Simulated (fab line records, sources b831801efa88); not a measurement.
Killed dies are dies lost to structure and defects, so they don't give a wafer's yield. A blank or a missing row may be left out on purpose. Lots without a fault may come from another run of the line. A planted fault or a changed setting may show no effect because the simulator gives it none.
A sampling plan put to the test | flow sfq_line | one fab line, 58 faults that these records tell of, each judged on the records of the lots that it struck
The plan is the line's own looks: the steps of the route at which a gauge or an inspection reads the wafer and doesn't change it. A look can be judged if struck wafers have a number there and the file gives its usual mean and standard deviation on fault-free wafers. Caught: at a look after the fault's first step, the mean of the struck wafers lies 4 or more of those standard deviations (sigma) from the usual mean. On the tool: the same test on the tool's own readings at the fault's steps. Another recipe on the struck wafers, or a record that is blank for them alone, also counts as caught.

THE FAULTS, as the simulator had put them in
1. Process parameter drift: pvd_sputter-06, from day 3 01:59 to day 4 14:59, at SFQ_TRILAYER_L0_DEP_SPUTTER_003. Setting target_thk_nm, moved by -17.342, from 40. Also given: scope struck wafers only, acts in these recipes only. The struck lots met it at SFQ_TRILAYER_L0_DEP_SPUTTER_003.
2. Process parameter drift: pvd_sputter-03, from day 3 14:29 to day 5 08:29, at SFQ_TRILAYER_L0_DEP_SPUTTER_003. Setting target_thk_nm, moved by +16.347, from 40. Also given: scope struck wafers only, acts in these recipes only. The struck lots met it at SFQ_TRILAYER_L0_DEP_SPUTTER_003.
3. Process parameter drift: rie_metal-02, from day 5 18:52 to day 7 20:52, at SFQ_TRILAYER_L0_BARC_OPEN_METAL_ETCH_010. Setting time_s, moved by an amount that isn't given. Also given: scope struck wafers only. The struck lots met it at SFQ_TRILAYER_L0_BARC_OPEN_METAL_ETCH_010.
4. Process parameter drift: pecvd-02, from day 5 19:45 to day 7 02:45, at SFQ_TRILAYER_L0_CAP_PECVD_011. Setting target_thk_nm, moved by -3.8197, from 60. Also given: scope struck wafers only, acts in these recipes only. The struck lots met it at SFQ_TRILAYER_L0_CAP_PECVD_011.
5. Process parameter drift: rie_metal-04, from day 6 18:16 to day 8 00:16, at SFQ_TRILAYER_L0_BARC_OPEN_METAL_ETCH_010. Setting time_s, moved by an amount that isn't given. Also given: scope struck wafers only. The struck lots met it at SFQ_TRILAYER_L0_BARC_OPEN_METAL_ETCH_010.
6. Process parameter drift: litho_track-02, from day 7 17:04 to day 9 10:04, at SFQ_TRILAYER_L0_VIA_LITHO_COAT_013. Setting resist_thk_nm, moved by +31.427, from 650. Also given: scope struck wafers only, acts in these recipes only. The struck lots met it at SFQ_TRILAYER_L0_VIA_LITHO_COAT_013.
7. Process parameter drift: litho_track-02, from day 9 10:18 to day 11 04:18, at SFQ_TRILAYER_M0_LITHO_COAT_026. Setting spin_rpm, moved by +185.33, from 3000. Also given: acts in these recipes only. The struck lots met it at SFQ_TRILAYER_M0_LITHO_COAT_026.
8. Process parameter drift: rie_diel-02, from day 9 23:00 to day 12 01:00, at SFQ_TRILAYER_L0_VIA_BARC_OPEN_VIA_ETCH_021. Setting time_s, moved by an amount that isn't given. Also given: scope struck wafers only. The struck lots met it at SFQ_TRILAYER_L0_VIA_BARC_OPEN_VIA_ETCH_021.
9. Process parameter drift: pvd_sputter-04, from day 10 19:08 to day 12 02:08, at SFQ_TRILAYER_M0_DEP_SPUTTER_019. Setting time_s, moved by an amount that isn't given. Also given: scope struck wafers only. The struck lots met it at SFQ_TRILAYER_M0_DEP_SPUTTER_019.
10. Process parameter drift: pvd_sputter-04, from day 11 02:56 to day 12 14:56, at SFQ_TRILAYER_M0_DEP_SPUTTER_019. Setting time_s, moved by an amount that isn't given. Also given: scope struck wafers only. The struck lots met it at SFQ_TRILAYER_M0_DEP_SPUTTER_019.
11. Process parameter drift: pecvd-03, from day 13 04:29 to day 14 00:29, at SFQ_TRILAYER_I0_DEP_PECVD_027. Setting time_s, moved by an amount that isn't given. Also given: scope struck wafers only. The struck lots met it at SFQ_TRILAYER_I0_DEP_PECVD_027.
12. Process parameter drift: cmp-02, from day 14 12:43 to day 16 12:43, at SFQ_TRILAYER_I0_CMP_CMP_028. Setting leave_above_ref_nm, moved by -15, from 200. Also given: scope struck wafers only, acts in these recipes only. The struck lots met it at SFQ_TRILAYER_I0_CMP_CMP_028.
13. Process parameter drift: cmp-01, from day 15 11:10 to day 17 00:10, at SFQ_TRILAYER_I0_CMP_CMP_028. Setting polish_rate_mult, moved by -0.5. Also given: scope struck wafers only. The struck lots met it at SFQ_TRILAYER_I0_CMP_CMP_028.
14. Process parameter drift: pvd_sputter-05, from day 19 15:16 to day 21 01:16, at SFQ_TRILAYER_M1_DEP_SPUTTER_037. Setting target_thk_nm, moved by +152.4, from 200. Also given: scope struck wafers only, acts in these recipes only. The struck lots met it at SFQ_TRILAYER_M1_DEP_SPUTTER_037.
15. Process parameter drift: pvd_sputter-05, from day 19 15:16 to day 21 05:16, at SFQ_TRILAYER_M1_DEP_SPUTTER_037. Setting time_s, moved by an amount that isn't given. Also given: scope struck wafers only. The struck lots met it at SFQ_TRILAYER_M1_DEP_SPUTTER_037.
16. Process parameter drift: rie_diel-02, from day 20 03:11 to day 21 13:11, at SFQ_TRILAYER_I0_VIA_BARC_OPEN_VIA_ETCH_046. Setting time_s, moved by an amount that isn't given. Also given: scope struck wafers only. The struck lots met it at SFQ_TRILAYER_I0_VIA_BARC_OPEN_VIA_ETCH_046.
17. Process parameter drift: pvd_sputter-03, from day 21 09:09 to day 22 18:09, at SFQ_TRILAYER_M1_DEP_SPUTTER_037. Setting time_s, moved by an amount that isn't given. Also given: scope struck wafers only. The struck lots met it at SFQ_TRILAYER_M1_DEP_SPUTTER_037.
18. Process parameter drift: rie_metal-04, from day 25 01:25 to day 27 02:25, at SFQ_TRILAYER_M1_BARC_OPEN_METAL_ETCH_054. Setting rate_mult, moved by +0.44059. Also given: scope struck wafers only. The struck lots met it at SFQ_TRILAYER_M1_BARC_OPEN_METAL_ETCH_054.
19. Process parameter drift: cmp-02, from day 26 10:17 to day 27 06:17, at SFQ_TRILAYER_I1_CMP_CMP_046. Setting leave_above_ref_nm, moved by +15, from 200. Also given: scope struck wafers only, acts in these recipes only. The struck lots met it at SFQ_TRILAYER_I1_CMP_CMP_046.
20. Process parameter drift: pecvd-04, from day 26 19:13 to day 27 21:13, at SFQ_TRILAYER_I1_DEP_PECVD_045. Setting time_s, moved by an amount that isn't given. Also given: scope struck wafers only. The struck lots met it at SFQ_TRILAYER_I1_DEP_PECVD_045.
21. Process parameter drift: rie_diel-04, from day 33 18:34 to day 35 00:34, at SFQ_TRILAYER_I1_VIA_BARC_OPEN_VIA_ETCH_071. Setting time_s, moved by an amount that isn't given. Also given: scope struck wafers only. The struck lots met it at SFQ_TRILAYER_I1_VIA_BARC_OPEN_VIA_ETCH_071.
22. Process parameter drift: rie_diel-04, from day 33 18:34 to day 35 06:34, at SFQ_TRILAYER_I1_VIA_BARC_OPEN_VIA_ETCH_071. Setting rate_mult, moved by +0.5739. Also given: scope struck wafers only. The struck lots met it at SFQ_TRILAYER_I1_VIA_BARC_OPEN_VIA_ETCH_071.
23. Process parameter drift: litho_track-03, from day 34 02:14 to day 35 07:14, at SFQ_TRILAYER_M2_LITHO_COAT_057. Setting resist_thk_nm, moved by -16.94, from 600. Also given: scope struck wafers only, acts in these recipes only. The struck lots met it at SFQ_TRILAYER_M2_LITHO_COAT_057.
24. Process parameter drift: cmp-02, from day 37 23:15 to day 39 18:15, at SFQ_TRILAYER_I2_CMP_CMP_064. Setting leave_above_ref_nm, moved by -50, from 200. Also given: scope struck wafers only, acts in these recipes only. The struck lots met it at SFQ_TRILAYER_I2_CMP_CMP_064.
25. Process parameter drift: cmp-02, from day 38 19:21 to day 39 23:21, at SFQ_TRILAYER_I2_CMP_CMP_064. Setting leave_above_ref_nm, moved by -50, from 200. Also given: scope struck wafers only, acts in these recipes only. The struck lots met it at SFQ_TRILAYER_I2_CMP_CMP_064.
26. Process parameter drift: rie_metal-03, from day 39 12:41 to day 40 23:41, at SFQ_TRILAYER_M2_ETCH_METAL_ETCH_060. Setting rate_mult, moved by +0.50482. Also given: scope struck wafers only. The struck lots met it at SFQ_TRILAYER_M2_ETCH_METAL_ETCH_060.
27. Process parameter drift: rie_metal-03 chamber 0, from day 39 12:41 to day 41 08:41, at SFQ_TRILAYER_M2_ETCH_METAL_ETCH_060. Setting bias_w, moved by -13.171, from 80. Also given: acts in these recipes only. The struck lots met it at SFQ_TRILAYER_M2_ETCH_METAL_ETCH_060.
28. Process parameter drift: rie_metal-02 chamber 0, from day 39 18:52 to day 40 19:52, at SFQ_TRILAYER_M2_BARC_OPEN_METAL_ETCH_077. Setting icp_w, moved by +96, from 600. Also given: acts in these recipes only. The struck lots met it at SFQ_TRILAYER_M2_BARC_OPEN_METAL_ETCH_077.
29. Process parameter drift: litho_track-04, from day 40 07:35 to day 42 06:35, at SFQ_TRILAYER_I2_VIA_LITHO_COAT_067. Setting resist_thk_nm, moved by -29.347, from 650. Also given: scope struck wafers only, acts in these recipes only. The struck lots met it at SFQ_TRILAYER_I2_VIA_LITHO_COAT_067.
30. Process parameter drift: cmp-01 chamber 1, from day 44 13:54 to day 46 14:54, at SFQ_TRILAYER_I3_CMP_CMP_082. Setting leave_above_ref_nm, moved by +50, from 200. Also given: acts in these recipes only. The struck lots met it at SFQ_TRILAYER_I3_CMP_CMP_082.
31. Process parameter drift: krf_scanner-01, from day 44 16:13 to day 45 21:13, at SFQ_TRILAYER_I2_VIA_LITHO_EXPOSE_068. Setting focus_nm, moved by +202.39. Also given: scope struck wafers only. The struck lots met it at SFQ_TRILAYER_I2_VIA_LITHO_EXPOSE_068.
32. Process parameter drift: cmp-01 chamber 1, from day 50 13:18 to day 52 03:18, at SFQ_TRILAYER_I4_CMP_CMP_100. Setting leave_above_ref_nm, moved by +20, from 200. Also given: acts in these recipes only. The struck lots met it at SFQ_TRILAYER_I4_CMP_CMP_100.
33. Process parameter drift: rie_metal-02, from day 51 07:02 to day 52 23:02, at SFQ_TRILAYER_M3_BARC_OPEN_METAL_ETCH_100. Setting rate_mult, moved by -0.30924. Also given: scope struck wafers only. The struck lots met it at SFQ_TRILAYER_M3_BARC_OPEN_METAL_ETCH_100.
34. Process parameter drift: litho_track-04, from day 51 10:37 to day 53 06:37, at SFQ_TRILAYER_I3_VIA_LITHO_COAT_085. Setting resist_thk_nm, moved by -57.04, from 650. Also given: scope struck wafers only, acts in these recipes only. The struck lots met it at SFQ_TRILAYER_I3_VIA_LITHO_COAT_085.
35. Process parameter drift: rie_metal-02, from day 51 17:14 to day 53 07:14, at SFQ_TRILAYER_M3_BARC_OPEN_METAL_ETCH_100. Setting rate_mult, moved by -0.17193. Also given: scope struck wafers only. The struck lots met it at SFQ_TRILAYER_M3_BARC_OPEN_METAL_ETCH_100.
36. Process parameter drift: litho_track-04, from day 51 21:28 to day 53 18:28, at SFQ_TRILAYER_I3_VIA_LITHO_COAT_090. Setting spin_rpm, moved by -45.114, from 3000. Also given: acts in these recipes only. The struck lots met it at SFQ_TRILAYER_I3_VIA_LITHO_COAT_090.
37. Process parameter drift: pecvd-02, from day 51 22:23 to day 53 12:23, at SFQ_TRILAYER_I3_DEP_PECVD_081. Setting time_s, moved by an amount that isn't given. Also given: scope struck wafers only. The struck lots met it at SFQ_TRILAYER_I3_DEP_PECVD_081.
38. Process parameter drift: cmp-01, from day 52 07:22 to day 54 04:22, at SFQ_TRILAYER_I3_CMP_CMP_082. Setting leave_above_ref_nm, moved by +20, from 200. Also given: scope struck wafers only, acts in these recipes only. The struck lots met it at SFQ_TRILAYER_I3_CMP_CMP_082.
39. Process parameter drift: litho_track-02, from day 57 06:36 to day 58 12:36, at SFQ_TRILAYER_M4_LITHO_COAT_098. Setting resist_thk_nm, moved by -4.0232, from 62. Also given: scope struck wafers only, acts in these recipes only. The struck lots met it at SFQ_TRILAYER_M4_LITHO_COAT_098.
40. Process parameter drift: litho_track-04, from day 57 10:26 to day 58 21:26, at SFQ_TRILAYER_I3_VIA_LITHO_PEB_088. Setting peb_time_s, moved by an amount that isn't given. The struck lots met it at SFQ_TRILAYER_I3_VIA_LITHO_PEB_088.
41. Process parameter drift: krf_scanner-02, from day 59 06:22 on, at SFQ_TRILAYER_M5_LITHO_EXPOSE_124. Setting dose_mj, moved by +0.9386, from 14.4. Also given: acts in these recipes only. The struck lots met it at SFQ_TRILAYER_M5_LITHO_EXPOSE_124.
42. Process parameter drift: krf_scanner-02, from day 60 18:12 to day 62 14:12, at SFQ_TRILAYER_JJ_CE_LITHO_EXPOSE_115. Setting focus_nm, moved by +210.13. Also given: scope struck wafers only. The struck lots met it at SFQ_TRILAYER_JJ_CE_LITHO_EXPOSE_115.
43. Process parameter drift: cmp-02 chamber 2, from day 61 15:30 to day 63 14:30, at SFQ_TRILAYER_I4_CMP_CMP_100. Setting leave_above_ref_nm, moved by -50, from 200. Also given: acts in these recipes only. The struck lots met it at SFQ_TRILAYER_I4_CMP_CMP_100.
44. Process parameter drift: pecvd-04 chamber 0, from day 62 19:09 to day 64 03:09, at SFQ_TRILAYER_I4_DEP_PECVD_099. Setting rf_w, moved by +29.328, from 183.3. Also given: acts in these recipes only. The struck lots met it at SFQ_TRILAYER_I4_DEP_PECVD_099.
45. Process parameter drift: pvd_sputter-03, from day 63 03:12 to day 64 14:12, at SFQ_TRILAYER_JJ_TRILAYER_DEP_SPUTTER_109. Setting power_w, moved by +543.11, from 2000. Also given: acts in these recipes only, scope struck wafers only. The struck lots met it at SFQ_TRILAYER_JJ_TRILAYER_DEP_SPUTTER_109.
46. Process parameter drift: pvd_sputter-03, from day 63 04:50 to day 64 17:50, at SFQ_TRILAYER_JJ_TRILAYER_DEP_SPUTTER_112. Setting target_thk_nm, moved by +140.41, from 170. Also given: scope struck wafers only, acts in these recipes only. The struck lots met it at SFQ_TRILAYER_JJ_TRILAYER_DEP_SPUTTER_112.
47. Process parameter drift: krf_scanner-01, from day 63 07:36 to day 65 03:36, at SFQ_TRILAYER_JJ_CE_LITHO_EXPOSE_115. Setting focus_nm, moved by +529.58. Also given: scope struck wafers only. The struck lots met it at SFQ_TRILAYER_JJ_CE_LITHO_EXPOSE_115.
48. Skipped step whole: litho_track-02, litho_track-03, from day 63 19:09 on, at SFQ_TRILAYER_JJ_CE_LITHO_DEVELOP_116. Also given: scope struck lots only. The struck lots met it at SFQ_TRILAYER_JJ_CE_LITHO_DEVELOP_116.
49. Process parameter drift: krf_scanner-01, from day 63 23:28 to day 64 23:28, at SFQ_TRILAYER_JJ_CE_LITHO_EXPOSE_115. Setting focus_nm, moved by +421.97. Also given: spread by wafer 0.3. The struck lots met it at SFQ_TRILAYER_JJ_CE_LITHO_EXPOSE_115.
50. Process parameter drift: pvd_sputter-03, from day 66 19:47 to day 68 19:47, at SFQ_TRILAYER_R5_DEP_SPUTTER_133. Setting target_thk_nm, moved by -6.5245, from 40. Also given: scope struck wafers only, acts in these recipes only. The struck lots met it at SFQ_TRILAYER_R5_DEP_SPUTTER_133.
51. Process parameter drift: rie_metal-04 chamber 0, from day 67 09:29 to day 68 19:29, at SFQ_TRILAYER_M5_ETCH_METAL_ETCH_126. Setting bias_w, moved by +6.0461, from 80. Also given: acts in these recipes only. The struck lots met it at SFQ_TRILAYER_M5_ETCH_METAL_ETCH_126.
52. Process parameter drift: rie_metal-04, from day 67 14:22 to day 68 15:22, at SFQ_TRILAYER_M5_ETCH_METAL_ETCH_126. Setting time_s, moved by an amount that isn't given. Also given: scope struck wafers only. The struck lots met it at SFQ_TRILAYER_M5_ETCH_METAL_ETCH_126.
53. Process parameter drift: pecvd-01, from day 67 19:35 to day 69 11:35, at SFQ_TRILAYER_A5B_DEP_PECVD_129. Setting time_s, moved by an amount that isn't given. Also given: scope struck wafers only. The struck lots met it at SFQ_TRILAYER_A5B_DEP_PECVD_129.
54. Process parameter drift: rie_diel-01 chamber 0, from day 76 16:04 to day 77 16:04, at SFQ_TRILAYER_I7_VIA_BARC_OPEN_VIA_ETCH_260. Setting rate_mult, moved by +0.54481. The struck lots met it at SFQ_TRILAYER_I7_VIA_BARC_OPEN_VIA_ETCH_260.
55. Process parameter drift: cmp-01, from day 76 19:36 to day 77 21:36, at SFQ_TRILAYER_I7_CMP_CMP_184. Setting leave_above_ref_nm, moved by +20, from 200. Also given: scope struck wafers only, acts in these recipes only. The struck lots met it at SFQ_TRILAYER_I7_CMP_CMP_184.
56. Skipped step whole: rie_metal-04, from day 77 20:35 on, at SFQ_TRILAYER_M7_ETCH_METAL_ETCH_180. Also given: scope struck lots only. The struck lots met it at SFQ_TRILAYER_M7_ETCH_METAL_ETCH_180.
57. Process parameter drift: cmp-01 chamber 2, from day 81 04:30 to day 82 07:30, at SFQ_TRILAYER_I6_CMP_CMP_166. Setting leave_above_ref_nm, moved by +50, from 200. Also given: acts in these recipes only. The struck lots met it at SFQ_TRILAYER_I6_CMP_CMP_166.
58. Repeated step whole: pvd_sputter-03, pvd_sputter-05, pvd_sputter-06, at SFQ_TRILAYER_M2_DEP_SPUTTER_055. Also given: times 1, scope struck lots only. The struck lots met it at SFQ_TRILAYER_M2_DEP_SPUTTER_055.

WHAT THE PLAN SAW
fault | on the tool itself                          | first look that catches it                      | reading, sigma                                  | median hours from its first step to that look | hours from the fault's start to the first struck lot there | judged looks passed uncaught
1     | under 2 sigma                               | SFQ_L0_RS_MEAS_901                              | L0_MONX_KI_RS +69                               | 0.1                                           | 8                                                          | 0
2     | under 2 sigma                               | SFQ_L0_RS_MEAS_901                              | L0_MONX_KI_RS -26                               | 0.1                                           | 10                                                         | 0
3     | oes_product_au +16 sigma                    | no look after it can be judged                  | -                                               | -                                             | -                                                          | 0
4     | under 2 sigma                               | no look after it can be judged                  | -                                               | -                                             | -                                                          | 0
5     | run_length_s -18 sigma                      | no look after it can be judged                  | -                                               | -                                             | -                                                          | 0
6     | under 2 sigma                               | not the one look that can be judged after it    | -                                               | -                                             | -                                                          | 1
7     | spin_speed_rpm +99 or beyond sigma          | not the one look that can be judged after it    | -                                               | -                                             | -                                                          | 1
8     | run_length_s +8.4 sigma                     | no look after it can be judged                  | -                                               | -                                             | -                                                          | 0
9     | under 2 sigma                               | SFQ_M0_RS_MEAS_904                              | M0_NB_RS +22                                    | 0.1                                           | 4                                                          | 0
10    | under 2 sigma                               | not the one look that can be judged after it    | strongest: M0_NB_RS at SFQ_M0_RS_MEAS_904, +3.9 | -                                             | -                                                          | 1
11    | run_length_s -17 sigma                      | no look after it can be judged                  | -                                               | -                                             | -                                                          | 0
12    | under 2 sigma                               | no look after it can be judged                  | -                                               | -                                             | -                                                          | 0
13    | time_to_endpoint_s +7.5 sigma               | not the one look that can be judged after it    | -                                               | -                                             | -                                                          | 1
14    | under 2 sigma                               | SFQ_M1_RS_MEAS_909                              | M1_NB_RS -35                                    | 0.1                                           | 12                                                         | 0
15    | under 2 sigma                               | SFQ_M1_RS_MEAS_909                              | M1_NB_RS +11                                    | 0.1                                           | 12                                                         | 0
16    | oes_product_au +20 sigma                    | no look after it can be judged                  | -                                               | -                                             | -                                                          | 0
17    | under 2 sigma                               | SFQ_M1_RS_MEAS_909                              | M1_NB_RS -14                                    | 0.1                                           | 2                                                          | 0
18    | under 2 sigma                               | no look after it can be judged                  | -                                               | -                                             | -                                                          | 0
19    | under 2 sigma                               | no look after it can be judged                  | -                                               | -                                             | -                                                          | 0
20    | run_length_s +13 sigma                      | no look after it can be judged                  | -                                               | -                                             | -                                                          | 0
21    | run_length_s +23 sigma                      | no look after it can be judged                  | -                                               | -                                             | -                                                          | 0
22    | under 2 sigma                               | no look after it can be judged                  | -                                               | -                                             | -                                                          | 0
23    | no reading that can be judged               | not the one look that can be judged after it    | -                                               | -                                             | -                                                          | 1
24    | time_to_endpoint_s +5.5 sigma               | no look after it can be judged                  | -                                               | -                                             | -                                                          | 0
25    | time_to_endpoint_s +6.7 sigma               | not the one look that can be judged after it    | -                                               | -                                             | -                                                          | 1
26    | under 2 sigma                               | no look after it can be judged                  | -                                               | -                                             | -                                                          | 0
27    | bias_w -60 sigma                            | no look after it can be judged                  | -                                               | -                                             | -                                                          | 0
28    | rf_fwd_power_W +40 sigma                    | no look after it can be judged                  | -                                               | -                                             | -                                                          | 0
29    | no reading that can be judged               | not the one look that can be judged after it    | -                                               | -                                             | -                                                          | 1
30    | time_to_endpoint_s -4.7 sigma               | no look after it can be judged                  | -                                               | -                                             | -                                                          | 0
31    | no reading that can be judged               | not the one look that can be judged after it    | -                                               | -                                             | -                                                          | 1
32    | under 2 sigma                               | not the one look that can be judged after it    | -                                               | -                                             | -                                                          | 1
33    | under 2 sigma                               | no look after it can be judged                  | -                                               | -                                             | -                                                          | 0
34    | under 2 sigma                               | none of the 6 looks that can be judged after it | strongest: I3_OVL at SFQ_I3_OVL_MEAS_923, -2.8  | -                                             | -                                                          | 6
35    | under 2 sigma                               | no look after it can be judged                  | -                                               | -                                             | -                                                          | 0
36    | spin_speed_rpm -23 sigma                    | not the one look that can be judged after it    | -                                               | -                                             | -                                                          | 1
37    | run_length_s +62 sigma                      | not the one look that can be judged after it    | -                                               | -                                             | -                                                          | 1
38    | only faintly: time_to_endpoint_s -2.9 sigma | no look after it can be judged                  | -                                               | -                                             | -                                                          | 0
39    | under 2 sigma                               | no look after it can be judged                  | -                                               | -                                             | -                                                          | 0
40    | no reading that can be judged               | not the one look that can be judged after it    | -                                               | -                                             | -                                                          | 1
41    | exposure_dose_mJ_cm2 +58 sigma              | not the one look that can be judged after it    | -                                               | -                                             | -                                                          | 1
42    | no reading that can be judged               | no look after it can be judged                  | -                                               | -                                             | -                                                          | 0
43    | time_to_endpoint_s +5.8 sigma               | not the one look that can be judged after it    | -                                               | -                                             | -                                                          | 1
44    | rf_fwd_power_W +50 sigma                    | no look after it can be judged                  | -                                               | -                                             | -                                                          | 0
45    | cathode_dc_power_W +99 or beyond sigma      | none of the 4 looks that can be judged after it | -                                               | -                                             | -                                                          | 4
46    | under 2 sigma                               | SFQ_JJ_RS_MEAS_929                              | JJ_NB_RS -43                                    | 0.1                                           | 4                                                          | 0
47    | no reading that can be judged               | no look after it can be judged                  | -                                               | -                                             | -                                                          | 0
48    | no reading that can be judged               | no look after it can be judged                  | -                                               | -                                             | -                                                          | 0
49    | under 2 sigma                               | no look after it can be judged                  | -                                               | -                                             | -                                                          | 0
50    | under 2 sigma                               | SFQ_R5_RS_MEAS_933                              | R5_MONX_RS +16                                  | 0.1                                           | 4                                                          | 0
51    | bias_w +27 sigma                            | no look after it can be judged                  | -                                               | -                                             | -                                                          | 0
52    | run_length_s -99 or beyond sigma            | no look after it can be judged                  | -                                               | -                                             | -                                                          | 0
53    | run_length_s +50 sigma                      | no look after it can be judged                  | -                                               | -                                             | -                                                          | 0
54    | under 2 sigma                               | no look after it can be judged                  | -                                               | -                                             | -                                                          | 0
55    | only faintly: time_to_endpoint_s -2.4 sigma | not the one look that can be judged after it    | -                                               | -                                             | -                                                          | 1
56    | no reading that can be judged               | none of the 5 looks that can be judged after it | -                                               | -                                             | -                                                          | 5
57    | only faintly: time_to_endpoint_s -3.5 sigma | no look after it can be judged                  | -                                               | -                                             | -                                                          | 0
58    | under 2 sigma                               | SFQ_M2_RS_MEAS_914                              | M2_NB_RS -37                                    | 0.4                                           | -                                                          | 0
A dash: the fault isn't caught, or these records don't give the number.

Caught at a look: 9 of 58. Caught on the tool: 23 of 58. By one or the other: 32 of 58.
Caught on the tool alone: faults 3, 5, 7, 8, 11, 13, 16, 20, 21, 24, 25, 27, 28, 30, 36, 37, 41, 43, 44, 45, 51, 52, 53.
Caught at a look alone: faults 1, 2, 9, 14, 15, 17, 46, 50, 58.
Caught by neither: faults 4, 6, 10, 12, 18, 19, 22, 23, 26, 29, 31, 32, 33, 34, 35, 38, 39, 40, 42, 47, 48, 49, 54, 55, 56, 57.

THINNER SAMPLING
If the look that catches a fault measured only every second or every third lot, by lot number, the first struck lot would be measured this late in the worst case:
fault | struck lots at that look, in order of time | every lot | every second lot | every third lot
1     | L138, L140, L142                           | 8 h       | may miss all 3   | 28 h
2     | L266, L268, L269                           | 10 h      | 25 h             | may miss all 3
9     | L834                                       | 4 h       | may miss it      | may miss it
14    | L984, L986, L988                           | 12 h      | may miss all 3   | 33 h
15    | L626, L628, L630                           | 12 h      | may miss all 3   | 33 h
17    | L359, L362                                 | 2 h       | 6 h              | may miss all 2
46    | L980, L981, L982                           | 4 h       | 9 h              | 14 h
50    | L141, L144, L146                           | 4 h       | 22 h             | may miss all 3
Hours are from the fault's start to the first struck lot that is measured. The limit of 4 sigma was tested on all struck wafers together, so one lot alone may lie under it. Other struck lots may not be in these records.

THE LONGEST TIMED WAY FROM STEP TO LOOK
Fault 58: a median of 0.4 hours passes between SFQ_TRILAYER_M2_DEP_SPUTTER_055 and SFQ_M2_RS_MEAS_914. No look between them can be judged.
